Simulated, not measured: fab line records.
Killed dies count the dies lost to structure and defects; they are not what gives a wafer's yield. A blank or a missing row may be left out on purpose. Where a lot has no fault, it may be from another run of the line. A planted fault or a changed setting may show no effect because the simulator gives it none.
fab line records ; flow gf180mcu
record lots=24; wafers=72; last-day=34
route steps=602 shown LVPWELL@64 NSD@243 SALICIDE@280 M2@362 M3@424 PASSIVATION@587
lots untouched by any fault: they come from a run of this same line in which no faults occurred
start-h: the number of hours between the record's first day and the start of the first shown wafer of the lot ; wait-h: hours from the lot's prior step to this one ; " the same as in the row above ; L1.1+2: a single row standing in for several wafers ; - no value, or no start given ; * or withheld: withheld ; < > ~ a bound
route shown NAME@n: a module of which the file shows steps, and the number in the route of the first ; usual: mean/standard deviation taken from wafers without a fault ; same: alike in all rows ; chamber/n: place in a boat ; sites: the reading at each site ; _std_site: standard deviation across them ; _edge_site: the outer-site mean with the inner-site mean subtracted ; radius-mm: how far each site lies from the wafer's centre ; mask NAME#n: copy n ; behind: the last tool/chamber to shape the wafer ; hold: the reason the lot was held/the length of the hold in hours/how it ended ; device: the transistor (n, p or np) that didn't switch ; end of line: the route-end tests of the same wafers ; step lacking rows: just its recipe ; killed: count of dies lost to structure and defects at first sort (not the wafer's yield) ; map: per-die view of a wafer (x killed, . not killed, _ where there is no die)
set.NAME: the run value of the setting; set.NAME@STEP: its run value at that earlier step ; model.NAME: the simulator's own value behind a step, which no gauge read
a sample of lots followed through the steps of the route, with each step as a table and each wafer as a row
services: when a tool's chamber went out of use (start-h, in hours from the record's first day, below 0 if earlier), for how many hours, and the reason
## steps
# step GF_LVPWELL_STRIP_10
# recipe chemistry=O2/N2; power-w=1400; pressure-mtorr=1500; platen-temp-c=250; o2-flow-sccm=3000; n2-flow-sccm=300; overash-fraction=0.5
# usual drypump-motor-current-A=5.8/0.53; heater-power-w=358/25; oes-product-au=0.722/0.0049; strip-time-to-endpoint-s=37.01/0.084
lot.wafer;tool;chamber;start-h;wait-h;drypump-motor-current-A;heater-power-w;oes-product-au;rf-hours-counter-h;strip-time-to-endpoint-s
L074.2;plasma-asher-03;0;69.02;0.1;6.3;364;0.717;26;37.00
L074.3;plasma-asher-03;1;69.02;0.1;6.7;372;0.726;-;37.10
L074.5;plasma-asher-03;1;69.02;0.1;6.7;378;0.722;-;36.99
L075.2;plasma-asher-01;1;73.41;0.1;5.2;364;0.729;43;37.08
L075.3;plasma-asher-01;1;73.41;0.1;5.2;356;0.722;-;37.15
L075.6;plasma-asher-01;0;73.41;0.1;5.6;342;0.720;-;37.08
L076.1;plasma-asher-03;1;79.56;0.1;6.7;357;0.724;28;36.99
L076.4;plasma-asher-03;1;79.56;0.1;6.7;371;0.721;-;36.96
L076.6;plasma-asher-03;0;79.56;0.1;6.3;361;0.720;-;36.99
L077.1;plasma-asher-01;0;86.71;0.1;5.5;333;0.728;44;37.11
L077.2;plasma-asher-01;1;86.71;0.1;5.2;359;0.725;44;37.06
L077.6;plasma-asher-01;0;86.71;0.1;5.5;332;0.725;-;37.02
L078.2;plasma-asher-02;1;90.12;0.1;5.5;411;0.722;38;36.98
L078.3;plasma-asher-02;1;90.12;0.1;5.6;410;0.723;-;36.90
L078.6;plasma-asher-02;0;90.12;0.1;5.6;340;0.726;-;36.82
L079.4;plasma-asher-01;1;97.44;0.1;5.2;350;0.731;-;37.01
L079.5;plasma-asher-01;0;97.44;0.1;5.5;347;0.722;-;36.95
L079.6;plasma-asher-01;1;97.44;0.1;5.2;357;0.721;-;37.03
L080.4;plasma-asher-03;0;102.24;0.1;6.3;358;0.719;-;37.04
L080.5;plasma-asher-03;0;102.24;0.1;6.3;354;0.726;-;37.01
L080.6;plasma-asher-03;1;102.24;0.1;6.7;377;0.721;-;36.99
L081.2;plasma-asher-01;1;107.41;0.1;5.2;356;0.723;47;37.11
L081.4;plasma-asher-01;0;107.41;0.1;5.5;333;0.722;-;37.14
L081.6;plasma-asher-01;1;107.41;0.1;5.2;357;0.714;-;37.02
L082.1;plasma-asher-03;0;112.86;0.1;6.3;342;0.727;31;37.00
L082.2;plasma-asher-03;1;112.86;0.1;6.6;373;0.723;31;37.07
L082.6;plasma-asher-03;0;112.86;0.1;6.3;352;0.735;-;37.05
L083.1;plasma-asher-01;0;121.06;0.1;5.5;321;0.724;0;36.96
L083.4;plasma-asher-01;1;121.06;0.1;5.2;372;0.722;-;36.95
L083.5;plasma-asher-01;0;121.06;0.1;5.6;320;0.716;-;37.08
L084.4;plasma-asher-01;1;125.19;0.1;5.2;381;0.717;-;36.97
L084.5;plasma-asher-01;1;125.19;0.1;5.2;383;0.721;-;37.03
L084.6;plasma-asher-01;0;125.19;0.1;5.5;317;0.718;-;36.86
L085.1;plasma-asher-03;1;131.61;0.1;6.7;373;0.729;33;37.19
L085.4;plasma-asher-03;1;131.61;0.1;6.7;374;0.728;-;37.07
L085.5;plasma-asher-03;1;131.61;0.1;6.7;371;0.724;-;37.17
L086.1;plasma-asher-01;1;136.41;0.1;5.2;381;0.718;2;37.04
L086.5;plasma-asher-01;1;136.41;0.1;5.2;376;0.722;-;37.00
L086.6;plasma-asher-01;0;136.41;0.1;5.6;325;0.727;-;36.96
L087.1;plasma-asher-02;1;141.21;0.1;5.5;409;0.741;44;37.03
L087.3;plasma-asher-02;1;141.21;0.1;5.5;407;0.727;-;36.98
L087.5;plasma-asher-02;1;141.21;0.1;5.6;417;0.723;-;36.96
L088.2;plasma-asher-01;0;148.57;0.1;5.5;323;0.725;3;36.91
L088.4;plasma-asher-01;1;148.57;0.1;5.2;371;0.714;-;36.90
L088.5;plasma-asher-01;0;148.57;0.1;5.6;310;0.713;-;36.89
L089.4;plasma-asher-02;0;153.89;0.1;5.6;337;0.720;-;36.92
L089.5;plasma-asher-02;0;153.89;0.1;5.6;349;0.719;-;37.01
L089.6;plasma-asher-02;1;153.89;0.1;5.5;405;0.731;-;37.11
L090.3;plasma-asher-03;1;158.65;0.1;6.7;371;0.720;-;36.86
L090.5;plasma-asher-03;0;158.65;0.1;6.3;345;0.719;-;37.05
L090.6;plasma-asher-03;1;158.65;0.1;6.7;382;0.723;-;36.95
L091.1;plasma-asher-01;0;163.76;0.1;5.6;325;0.716;5;37.05
L091.4;plasma-asher-01;0;163.76;0.1;5.5;330;0.718;-;36.92
L091.5;plasma-asher-01;1;163.76;0.1;5.3;380;0.719;-;37.04
L092.4;plasma-asher-01;0;171.64;0.1;5.5;328;0.728;-;37.05
L092.5;plasma-asher-01;0;171.64;0.1;5.6;316;0.725;-;37.04
L092.6;plasma-asher-01;1;171.64;0.1;5.2;371;0.720;-;37.04
L093.1;plasma-asher-03;1;175.67;0.1;6.7;376;0.725;38;37.08
L093.3;plasma-asher-03;0;175.67;0.1;6.3;349;0.719;-;37.13
L093.4;plasma-asher-03;1;175.67;0.1;6.7;373;0.722;-;37.05
L094.3;plasma-asher-02;0;181.55;0.1;5.6;337;0.720;-;37.02
L094.4;plasma-asher-02;1;181.55;0.1;5.5;415;0.732;-;37.18
L094.5;plasma-asher-02;1;181.55;0.1;5.5;404;0.730;-;37.09
L095.1;plasma-asher-03;1;185.86;0.1;6.6;367;0.725;39;36.95
L095.5;plasma-asher-03;0;185.86;0.1;6.3;357;0.723;-;36.96
L095.6;plasma-asher-03;1;185.86;0.1;6.7;365;0.728;-;36.93
L096.4;plasma-asher-02;1;193.60;0.1;5.5;404;0.717;-;37.10
L096.5;plasma-asher-02;0;193.60;0.1;5.6;338;0.724;-;37.12
L096.6;plasma-asher-02;1;193.60;0.1;5.5;409;0.712;-;37.12
L097.2;plasma-asher-03;0;196.66;0.1;6.3;350;0.717;40;36.94
L097.4;plasma-asher-03;0;196.66;0.1;6.3;350;0.722;-;36.95
L097.5;plasma-asher-03;1;196.66;0.1;6.7;375;0.724;-;36.98
# step GF_NSD_OVL_MEAS_08
# usual NSD_OVL=0.3/1.6
lot.wafer;tool;chamber;start-h;wait-h;NSD_OVL[nm]
L074.2;overlay-01;-;296.86;0.1;0.7
L074.3;overlay-01;-;296.86;0.1;0.3
L074.5;overlay-01;-;296.86;0.1;-0.7
L075.2;overlay-02;-;301.09;0.1;0.2
L075.3;overlay-02;-;301.09;0.1;-1.2
L075.6;overlay-02;-;301.09;0.1;-2.5
L076.1;overlay-01;-;313.75;0.1;3.7
L076.4;overlay-01;-;313.75;0.1;3.8
L076.6;overlay-01;-;313.75;0.1;4.0
L077.1;overlay-01;-;319.69;0.1;1.5
L077.2;overlay-01;-;319.69;0.1;3.3
L077.6;overlay-01;-;319.69;0.1;2.0
L078.2;overlay-01;-;325.03;0.1;1.5
L078.3;overlay-01;-;325.03;0.1;0.2
L078.6;overlay-01;-;325.03;0.1;0.2
L079.4;overlay-01;-;338.36;0.1;-1.5
L079.5;overlay-01;-;338.36;0.1;-0.5
L079.6;overlay-01;-;338.36;0.1;-1.9
L080.4;overlay-02;-;342.16;0.1;0.7
L080.5;overlay-02;-;342.16;0.1;-0.2
L080.6;overlay-02;-;342.16;0.1;-0.5
L081.2;overlay-01;-;352.96;0.1;1.7
L081.4;overlay-01;-;352.96;0.1;0.6
L081.6;overlay-01;-;352.96;0.1;3.2
L082.1;overlay-01;-;360.90;0.1;2.0
L082.2;overlay-01;-;360.90;0.1;0.3
L082.6;overlay-01;-;360.90;0.1;-0.1
L083.1;overlay-01;-;373.24;0.1;0.8
L083.4;overlay-01;-;373.24;0.1;-0.2
L083.5;overlay-01;-;373.24;0.1;-0.2
L084.4;overlay-02;-;380.57;0.1;-0.6
L084.5;overlay-02;-;380.57;0.1;-0.6
L084.6;overlay-02;-;380.57;0.1;-2.9
L085.1;overlay-02;-;389.34;0.1;-0.4
L085.4;overlay-02;-;389.34;0.1;-0.6
L085.5;overlay-02;-;389.34;0.1;-0.8
L086.1;overlay-02;-;396.45;0.1;-2.1
L086.5;overlay-02;-;396.45;0.1;-1.8
L086.6;overlay-02;-;396.45;0.1;-0.3
L087.1;overlay-01;-;405.15;0.1;1.4
L087.3;overlay-01;-;405.15;0.1;2.1
L087.5;overlay-01;-;405.15;0.1;2.1
L088.2;overlay-02;-;412.25;0.1;2.0
L088.4;overlay-02;-;412.25;0.1;2.1
L088.5;overlay-02;-;412.25;0.1;0.5
L089.4;overlay-01;-;417.92;0.1;-0.8
L089.5;overlay-01;-;417.92;0.1;-1.2
L089.6;overlay-01;-;417.92;0.1;0.2
L090.3;overlay-01;-;430.46;0.1;-1.8
L090.5;overlay-01;-;430.46;0.1;-1.8
L090.6;overlay-01;-;430.46;0.1;-0.4
L091.1;overlay-01;-;437.95;0.1;3.6
L091.4;overlay-01;-;437.95;0.1;1.7
L091.5;overlay-01;-;437.95;0.1;0.1
L092.4;overlay-02;-;447.77;0.1;1.1
L092.5;overlay-02;-;447.77;0.1;-0.6
L092.6;overlay-02;-;447.77;0.1;1.3
L093.1;overlay-01;-;454.50;0.1;-0.2
L093.3;overlay-01;-;454.50;0.1;-0.7
L093.4;overlay-01;-;454.50;0.1;0.1
L094.3;overlay-01;-;461.91;0.1;1.2
L094.4;overlay-01;-;461.91;0.1;1.0
L094.5;overlay-01;-;461.91;0.1;-0.6
L095.1;overlay-01;-;469.19;0.1;1.5
L095.5;overlay-01;-;469.19;0.1;0.8
L095.6;overlay-01;-;469.19;0.1;-0.8
L096.4;overlay-02;-;478.12;0.1;-1.5
L096.5;overlay-02;-;478.12;0.1;-1.6
L096.6;overlay-02;-;478.12;0.1;0.0
L097.2;overlay-02;-;490.77;0.1;-1.5
L097.4;overlay-02;-;490.77;0.1;0.4
L097.5;overlay-02;-;490.77;0.1;1.3
# step GF_SALICIDE_SPUTTER_02
# recipe material=Co; target-thk-nm=10; power-w=1000; time-s=20; chamber-pressure-pa=0.4
# usual throttle-valve-pct=30.6/1.1
lot.wafer;tool;chamber;start-h;wait-h;throttle-valve-pct
L074.2;pvd-sputter-03;-;339.20;0.0;29.8
L074.3;pvd-sputter-03;-;339.20;0.0;32.1
L074.5;pvd-sputter-03;-;339.20;0.0;32.0
L075.2;pvd-sputter-03;-;344.15;0.0;31.0
L075.3;pvd-sputter-03;-;344.15;0.0;32.2
L075.6;pvd-sputter-03;-;344.15;0.0;30.9
L076.1;pvd-sputter-03;-;357.52;0.0;30.8
L076.4;pvd-sputter-03;-;357.52;0.0;31.9
L076.6;pvd-sputter-03;-;357.52;0.0;31.9
L077.1;pvd-sputter-02;-;363.63;0.0;31.8
L077.2;pvd-sputter-02;-;363.63;0.0;31.2
L077.6;pvd-sputter-02;-;363.63;0.0;29.0
L078.2;pvd-sputter-03;-;369.28;0.0;30.9
L078.3;pvd-sputter-03;-;369.28;0.0;32.0
L078.6;pvd-sputter-03;-;369.28;0.0;32.1
L079.4;pvd-sputter-02;-;383.27;0.0;29.0
L079.5;pvd-sputter-02;-;383.27;0.0;32.0
L079.6;pvd-sputter-02;-;383.27;0.0;29.0
L080.4;pvd-sputter-03;-;386.48;0.0;29.7
L080.5;pvd-sputter-03;-;386.48;0.0;31.9
L080.6;pvd-sputter-03;-;386.48;0.0;29.7
L081.2;pvd-sputter-03;-;398.36;0.0;32.0
L081.4;pvd-sputter-03;-;398.36;0.0;31.0
L081.6;pvd-sputter-03;-;398.36;0.0;31.9
L082.1;pvd-sputter-02;-;407.92;0.0;31.5
L082.2;pvd-sputter-02;-;407.92;0.0;31.5
L082.6;pvd-sputter-02;-;407.92;0.0;31.4
L083.1;pvd-sputter-03;-;421.61;0.0;32.4
L083.4;pvd-sputter-03;-;421.61;0.0;30.9
L083.5;pvd-sputter-03;-;421.61;0.0;32.1
L084.4;pvd-sputter-02;-;429.21;0.0;31.7
L084.5;pvd-sputter-02;-;429.21;0.0;29.4
L084.6;pvd-sputter-02;-;429.21;0.0;31.8
L085.1;pvd-sputter-03;-;438.08;0.0;29.7
L085.4;pvd-sputter-03;-;438.08;0.0;31.3
L085.5;pvd-sputter-03;-;438.08;0.0;29.4
L086.1;pvd-sputter-04;-;446.89;0.0;29.7
L086.5;pvd-sputter-04;-;446.89;0.0;29.7
L086.6;pvd-sputter-04;-;446.89;0.0;29.6
L087.1;pvd-sputter-03;-;453.91;0.0;32.4
L087.3;pvd-sputter-03;-;453.91;0.0;29.8
L087.5;pvd-sputter-03;-;453.91;0.0;32.3
L088.2;pvd-sputter-03;-;461.77;0.0;32.2
L088.4;pvd-sputter-03;-;461.77;0.0;32.2
L088.5;pvd-sputter-03;-;461.77;0.0;32.2
L089.4;pvd-sputter-04;-;467.06;0.0;29.6
L089.5;pvd-sputter-04;-;467.06;0.0;29.8
L089.6;pvd-sputter-04;-;467.06;0.0;29.3
L090.3;pvd-sputter-04;-;480.36;0.0;29.6
L090.5;pvd-sputter-04;-;480.36;0.0;29.6
L090.6;pvd-sputter-04;-;480.36;0.0;29.5
L091.1;pvd-sputter-04;-;491.98;0.0;29.8
L091.4;pvd-sputter-04;-;491.98;0.0;30.9
L091.5;pvd-sputter-04;-;491.98;0.0;31.1
L092.4;pvd-sputter-04;-;496.96;0.0;29.8
L092.5;pvd-sputter-04;-;496.96;0.0;29.9
L092.6;pvd-sputter-04;-;496.96;0.0;29.5
L093.1;pvd-sputter-04;-;501.61;0.0;29.5
L093.3;pvd-sputter-04;-;501.61;0.0;29.6
L093.4;pvd-sputter-04;-;501.61;0.0;29.6
L094.3;pvd-sputter-04;-;514.08;0.0;30.9
L094.4;pvd-sputter-04;-;514.08;0.0;29.5
L094.5;pvd-sputter-04;-;514.08;0.0;29.7
L095.1;pvd-sputter-04;-;517.72;0.0;29.8
L095.5;pvd-sputter-04;-;517.72;0.0;31.0
L095.6;pvd-sputter-04;-;517.72;0.0;29.4
L096.4;pvd-sputter-02;-;524.61;0.0;29.0
L096.5;pvd-sputter-02;-;524.61;0.0;31.8
L096.6;pvd-sputter-02;-;524.61;0.0;29.3
L097.2;pvd-sputter-02;-;537.44;0.0;31.6
L097.4;pvd-sputter-02;-;537.44;0.0;29.4
L097.5;pvd-sputter-02;-;537.44;0.0;28.9
# step GF_M2_SPUTTER_00
# recipe material=Ti; target-thk-nm=37.5; arriving-ion-energy-ev=80; substrate-temp-c=200; chamber-pressure-pa=2; power-w=4000; time-s=150
# usual throttle-valve-pct=30.4/1.1
lot.wafer;tool;chamber;start-h;wait-h;throttle-valve-pct
L074.2;pvd-sputter-04;-;412.28;0.1;29.5
L074.3;pvd-sputter-04;-;412.28;0.1;29.8
L074.5;pvd-sputter-04;-;412.28;0.1;29.6
L075.2;pvd-sputter-03;-;417.44;0.1;32.2
L075.3;pvd-sputter-03;-;417.44;0.1;29.5
L075.6;pvd-sputter-03;-;417.44;0.1;31.9
L076.1;pvd-sputter-04;-;432.44;0.1;31.0
L076.4;pvd-sputter-04;-;432.44;0.1;29.8
L076.6;pvd-sputter-04;-;432.44;0.1;31.2
L077.1;pvd-sputter-02;-;438.98;0.1;29.1
L077.2;pvd-sputter-02;-;438.98;0.1;29.3
L077.6;pvd-sputter-02;-;438.98;0.1;29.2
L078.2;pvd-sputter-03;-;445.17;0.1;29.8
L078.3;pvd-sputter-03;-;445.17;0.1;31.8
L078.6;pvd-sputter-03;-;445.17;0.1;31.5
L079.4;pvd-sputter-04;-;460.43;0.2;29.4
L079.5;pvd-sputter-04;-;460.43;0.2;29.5
L079.6;pvd-sputter-04;-;460.43;0.2;30.8
L080.4;pvd-sputter-03;-;463.91;0.1;29.6
L080.5;pvd-sputter-03;-;463.91;0.1;32.1
L080.6;pvd-sputter-03;-;463.91;0.1;32.0
L081.2;pvd-sputter-02;-;475.08;0.1;29.1
L081.4;pvd-sputter-02;-;475.08;0.1;31.5
L081.6;pvd-sputter-02;-;475.08;0.1;31.3
L082.1;pvd-sputter-02;-;485.66;0.2;31.7
L082.2;pvd-sputter-02;-;485.66;0.2;31.3
L082.6;pvd-sputter-02;-;485.66;0.2;31.3
L083.1;pvd-sputter-03;-;499.49;0.1;30.8
L083.4;pvd-sputter-03;-;499.49;0.1;32.1
L083.5;pvd-sputter-03;-;499.49;0.1;31.0
L084.4;pvd-sputter-03;-;505.03;0.1;32.0
L084.5;pvd-sputter-03;-;505.03;0.1;29.8
L084.6;pvd-sputter-03;-;505.03;0.1;31.0
L085.1;pvd-sputter-02;-;518.14;0.1;31.3
L085.4;pvd-sputter-02;-;518.14;0.1;31.7
L085.5;pvd-sputter-02;-;518.14;0.1;29.1
L086.1;pvd-sputter-04;-;524.14;0.2;29.9
L086.5;pvd-sputter-04;-;524.14;0.2;29.6
L086.6;pvd-sputter-04;-;524.14;0.2;31.0
L087.1;pvd-sputter-02;-;528.58;0.2;29.1
L087.3;pvd-sputter-02;-;528.58;0.2;31.4
L087.5;pvd-sputter-02;-;528.58;0.2;31.4
L088.2;pvd-sputter-03;-;541.21;0.1;32.1
L088.4;pvd-sputter-03;-;541.21;0.1;31.1
L088.5;pvd-sputter-03;-;541.21;0.1;31.0
L089.4;pvd-sputter-02;-;544.36;0.1;29.3
L089.5;pvd-sputter-02;-;544.36;0.1;29.2
L089.6;pvd-sputter-02;-;544.36;0.1;31.4
L090.3;pvd-sputter-02;-;553.35;0.2;31.6
L090.5;pvd-sputter-02;-;553.35;0.2;31.5
L090.6;pvd-sputter-02;-;553.35;0.2;29.3
L091.1;pvd-sputter-02;-;566.09;0.1;28.9
L091.4;pvd-sputter-02;-;566.09;0.1;31.8
L091.5;pvd-sputter-02;-;566.09;0.1;31.6
L092.4;pvd-sputter-02;-;570.86;0.2;28.9
L092.5;pvd-sputter-02;-;570.86;0.2;31.8
L092.6;pvd-sputter-02;-;570.86;0.2;29.1
L093.1;pvd-sputter-02;-;574.86;0.2;29.0
L093.3;pvd-sputter-02;-;574.86;0.2;28.8
L093.4;pvd-sputter-02;-;574.86;0.2;31.4
L094.3;pvd-sputter-04;-;587.01;0.1;31.2
L094.4;pvd-sputter-04;-;587.01;0.1;29.8
L094.5;pvd-sputter-04;-;587.01;0.1;30.0
L095.1;pvd-sputter-04;-;591.30;0.1;29.6
L095.5;pvd-sputter-04;-;591.30;0.1;29.5
L095.6;pvd-sputter-04;-;591.30;0.1;29.4
L096.4;pvd-sputter-02;-;597.15;0.1;29.0
L096.5;pvd-sputter-02;-;597.15;0.1;29.0
L096.6;pvd-sputter-02;-;597.15;0.1;31.4
L097.2;pvd-sputter-03;-;606.97;0.1;31.8
L097.4;pvd-sputter-03;-;606.97;0.1;30.7
L097.5;pvd-sputter-03;-;606.97;0.1;29.7
# step GF_M3_OVL_MEAS_15
# usual M3_OVL=-5/6.9
lot.wafer;tool;chamber;start-h;wait-h;M3_OVL[nm]
L074.2;overlay-02;-;491.49;0.1;7
L074.3;overlay-02;-;491.49;0.1;9
L074.5;overlay-02;-;491.49;0.1;-4
L075.2;overlay-02;-;494.60;0.1;-7
L075.3;overlay-02;-;494.60;0.1;-1
L075.6;overlay-02;-;494.60;0.1;-11
L076.1;overlay-01;-;508.60;0.1;-8
L076.4;overlay-01;-;508.60;0.1;-4
L076.6;overlay-01;-;508.60;0.1;1
L077.1;overlay-01;-;516.99;0.1;-11
L077.2;overlay-01;-;516.99;0.1;4
L077.6;overlay-01;-;516.99;0.1;-9
L078.2;overlay-01;-;521.14;0.1;-10
L078.3;overlay-01;-;521.14;0.1;-5
L078.6;overlay-01;-;521.14;0.1;-3
L079.4;overlay-02;-;534.80;0.1;1
L079.5;overlay-02;-;534.80;0.1;-4
L079.6;overlay-02;-;534.80;0.1;-2
L080.4;overlay-02;-;540.57;0.1;-4
L080.5;overlay-02;-;540.57;0.1;-11
L080.6;overlay-02;-;540.57;0.1;-10
L081.2;overlay-01;-;548.14;0.1;-11
L081.4;overlay-01;-;548.14;0.1;-19
L081.6;overlay-01;-;548.14;0.1;-17
L082.1;overlay-02;-;557.60;0.1;-2
L082.2;overlay-02;-;557.60;0.1;-4
L082.6;overlay-02;-;557.60;0.1;-4
L083.1;overlay-02;-;571.48;0.1;-12
L083.4;overlay-02;-;571.48;0.1;-12
L083.5;overlay-02;-;571.48;0.1;-15
L084.4;overlay-02;-;575.65;0.1;6
L084.5;overlay-02;-;575.65;0.1;9
L084.6;overlay-02;-;575.65;0.1;8
L085.1;overlay-02;-;588.86;0.1;-11
L085.4;overlay-02;-;588.86;0.1;-18
L085.5;overlay-02;-;588.86;0.1;-10
L086.1;overlay-02;-;594.54;0.1;-9
L086.5;overlay-02;-;594.54;0.1;-4
L086.6;overlay-02;-;594.54;0.1;-4
L087.1;overlay-02;-;597.75;0.1;-11
L087.3;overlay-02;-;597.75;0.1;-13
L087.5;overlay-02;-;597.75;0.1;-14
L088.2;overlay-01;-;608.89;0.1;-13
L088.4;overlay-01;-;608.89;0.1;-13
L088.5;overlay-01;-;608.89;0.1;-10
L089.4;overlay-02;-;612.87;0.1;0
L089.5;overlay-02;-;612.87;0.1;-9
L089.6;overlay-02;-;612.87;0.1;-4
L090.3;overlay-01;-;619.89;0.1;1
L090.5;overlay-01;-;619.89;0.1;-3
L090.6;overlay-01;-;619.89;0.1;-3
L091.1;overlay-01;-;633.33;0.1;-9
L091.4;overlay-01;-;633.33;0.1;-4
L091.5;overlay-01;-;633.33;0.1;0
L092.4;overlay-01;-;636.50;0.1;2
L092.5;overlay-01;-;636.50;0.1;0
L092.6;overlay-01;-;636.50;0.1;0
L093.1;overlay-01;-;640.09;0.1;-19
L093.3;overlay-01;-;640.09;0.1;-12
L093.4;overlay-01;-;640.09;0.1;-15
L094.3;overlay-02;-;649.56;0.1;2
L094.4;overlay-02;-;649.56;0.1;3
L094.5;overlay-02;-;649.56;0.1;-7
L095.1;overlay-01;-;654.93;0.1;-2
L095.5;overlay-01;-;654.93;0.1;-3
L095.6;overlay-01;-;654.93;0.1;-2
L096.4;overlay-01;-;659.91;0.1;9
L096.5;overlay-01;-;659.91;0.1;2
L096.6;overlay-01;-;659.91;0.1;3
L097.2;overlay-01;-;669.55;0.1;-13
L097.4;overlay-01;-;669.55;0.1;-11
L097.5;overlay-01;-;669.55;0.1;-16
# step GF_PASSIVATION_CVD_00
# recipe material=SiO2; target-thk-nm=1000; precursor=TEOS; temp-c=400; time-s=111.95; rf-w=600
# usual heater-power-w=692/92
lot.wafer;tool;chamber;start-h;wait-h;heater-power-w
L074.2;pecvd-02;0;649.69;0.0;703
L074.3;pecvd-02;1;649.69;0.0;883
L074.5;pecvd-02;0;649.69;0.0;553
L075.2;pecvd-02;2;656.54;0.0;745
L075.3;pecvd-02;2;656.54;0.0;604
L075.6;pecvd-02;1;656.54;0.0;807
L076.1;pecvd-02;0;666.16;0.0;582
L076.4;pecvd-02;0;666.16;0.0;649
L076.6;pecvd-02;2;666.16;0.0;767
L077.1;pecvd-03;1;676.61;0.0;743
L077.2;pecvd-03;0;676.61;0.0;744
L077.6;pecvd-03;1;676.61;0.0;781
L078.2;pecvd-02;0;677.91;0.0;643
L078.3;pecvd-02;1;677.91;0.0;816
L078.6;pecvd-02;2;677.91;0.0;745
L079.4;pecvd-04;1;689.48;0.0;627
L079.5;pecvd-04;2;689.48;0.0;587
L079.6;pecvd-04;0;689.48;0.0;668
L080.4;pecvd-02;0;695.78;0.0;657
L080.5;pecvd-02;1;695.78;0.0;848
L080.6;pecvd-02;2;695.78;0.0;597
L081.2;pecvd-04;0;701.04;0.0;711
L081.4;pecvd-04;0;701.04;0.0;783
L081.6;pecvd-04;1;701.04;0.0;649
L082.1;pecvd-04;1;709.55;0.0;632
L082.2;pecvd-04;0;709.55;0.0;836
L082.6;pecvd-04;1;709.55;0.0;499
L083.1;pecvd-02;0;720.01;0.0;673
L083.4;pecvd-02;1;720.01;0.0;803
L083.5;pecvd-02;2;720.01;0.0;728
L084.4;pecvd-02;1;722.58;0.0;837
L084.5;pecvd-02;0;722.58;0.0;632
L084.6;pecvd-02;2;722.58;0.0;601
L085.1;pecvd-02;2;735.89;0.0;699
L085.4;pecvd-02;2;735.89;0.0;745
L085.5;pecvd-02;1;735.89;0.0;722
L086.1;pecvd-04;1;738.74;0.0;512
L086.5;pecvd-04;0;738.74;0.0;670
L086.6;pecvd-04;1;738.74;0.0;552
L087.1;pecvd-02;2;741.16;0.0;701
L087.3;pecvd-02;1;741.16;0.0;785
L087.5;pecvd-02;1;741.16;0.0;860
L088.2;pecvd-04;0;749.85;0.0;755
L088.4;pecvd-04;0;749.85;0.0;804
L088.5;pecvd-04;2;749.85;0.0;734
L089.4;pecvd-04;0;753.56;0.0;844
L089.5;pecvd-04;2;753.56;0.0;592
L089.6;pecvd-04;1;753.56;0.0;501
L090.3;pecvd-03;2;759.96;0.0;646
L090.5;pecvd-03;2;759.96;0.0;681
L090.6;pecvd-03;0;759.96;0.0;660
L091.1;pecvd-02;1;769.05;0.0;885
L091.4;pecvd-02;1;769.05;0.0;685
L091.5;pecvd-02;2;769.05;0.0;739
L092.4;pecvd-04;1;772.30;0.0;583
L092.5;pecvd-04;0;772.30;0.0;821
L092.6;pecvd-04;2;772.30;0.0;588
L093.1;pecvd-03;2;776.39;0.0;708
L093.3;pecvd-03;1;776.39;0.0;650
L093.4;pecvd-03;2;776.39;0.0;571
L094.3;pecvd-03;0;783.96;0.0;702
L094.4;pecvd-03;0;783.96;0.0;723
L094.5;pecvd-03;2;783.96;0.0;692
L095.1;pecvd-04;0;787.57;0.0;691
L095.5;pecvd-04;0;787.57;0.0;751
L095.6;pecvd-04;1;787.57;0.0;612
L096.4;pecvd-02;2;792.58;0.0;584
L096.5;pecvd-02;0;792.58;0.0;554
L096.6;pecvd-02;1;792.58;0.0;869
L097.2;pecvd-04;0;799.21;0.0;698
L097.4;pecvd-04;2;799.21;0.0;576
L097.5;pecvd-04;0;799.21;0.0;763
## services
tool;chamber;start-h;hours;kind
pvd-sputter-03;-;78.18;2.9;repair
pvd-sputter-03;-;96.66;1.6;repair
pvd-sputter-03;-;106.70;1.1;repair
pvd-sputter-02;-;112.92;3.4;repair
pvd-sputter-02;-;121.21;6.5;repair
pvd-sputter-04;-;148.73;2.7;repair
pvd-sputter-02;-;149.91;0.9;repair
pvd-sputter-04;-;202.33;2.4;repair
pvd-sputter-04;-;220.17;1.8;repair
pvd-sputter-02;-;234.67;0.8;repair
pvd-sputter-04;-;248.41;5.6;repair
pvd-sputter-04;-;283.83;2.2;repair
pvd-sputter-02;-;311.34;7.4;repair
pvd-sputter-04;-;320.38;3.9;repair
pvd-sputter-03;-;509.20;5.1;repair
pvd-sputter-02;-;554.69;2.7;repair
pvd-sputter-04;-;570.83;2.8;repair
pvd-sputter-03;-;571.03;2.8;repair
pvd-sputter-02;-;614.18;1.8;repair
pvd-sputter-04;-;649.63;2.0;repair
pvd-sputter-03;-;700.43;6.0;repair
pvd-sputter-03;-;738.33;6.6;repair
pvd-sputter-03;-;752.44;1.5;repair
pvd-sputter-04;-;778.99;3.9;repair
## key
fault none
